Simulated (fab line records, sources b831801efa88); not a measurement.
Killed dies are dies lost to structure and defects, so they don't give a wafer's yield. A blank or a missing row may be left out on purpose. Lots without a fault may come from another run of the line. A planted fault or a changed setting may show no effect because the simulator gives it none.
One fault seen from 2 desks | flow sky130 | each desk has only its own numbers; what lay behind them comes last

THE METROLOGY DESK
What the gauges read, lot by lot, whatever tool the lot ran on: means of the sampled wafers that have a number. A lot is out of limits, marked OUT, if its mean lies more than 4 standard deviations from the usual mean; the brackets give that distance.
Columns: A = METAL2_OVL at SKY_METAL2_OVL_MEAS_16, usual 1 nm
lot  | first seen here | A
L688 | day 35 08:55    | -3
L696 | day 37 23:30    | -7
L698 | day 38 10:31    | 4
L705 | day 40 14:37    | -3
L706 | day 40 17:31    | 0
L707 | day 41 03:46    | -0
L709 | day 41 21:01    | -1
L710 | day 42 09:01    | 3
L711 | day 42 15:25    | 2
This desk's finding: nothing out of limits on any of the 9 lots.

THE TOOL OWNER'S DESK: litho_track-01
The tool's own readings at SKY_VIA2_COAT_06 (resist thk 60 nm): means of the sampled wafers that have a number, for each lot that ran on this tool. A lot is out of limits, marked OUT, if its mean lies more than 4 standard deviations from the usual mean; the brackets give that distance.
Columns: A = spin_speed_rpm at SKY_VIA2_COAT_06, usual 3000.1 rpm
lot  | first seen here | A
L696 | day 38 13:20    | 2665.7 (-99 or more) OUT
L698 | day 39 00:18    | 2662.3 (-99 or more) OUT
L709 | day 42 09:12    | 3000.0
L710 | day 42 21:39    | 3002.4
This desk's finding: out of limits on L696, L698; first on L696, day 38 13:20 (spin_speed_rpm at SKY_VIA2_COAT_06). In limits: L709, L710.

PUT TOGETHER
The tool owner's desk could have raised an alarm at day 38 13:20, on L696, L698.
The metrology desk saw nothing out of limits.
The metrology desk has L696, L698 on record, within its limits.
Of the lots named, all ran SKY_VIA2_COAT_06 on litho_track-01.

WHAT THE SIMULATOR HAD PUT IN
Process parameter drift: litho_track-01, from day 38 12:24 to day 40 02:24, at SKY_VIA2_COAT_06. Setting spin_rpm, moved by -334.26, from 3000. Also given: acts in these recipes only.
Lots struck among those shown: L696, L698.
Hours from the fault's start to each desk's first reading out of limits: the tool owner's desk, 1.
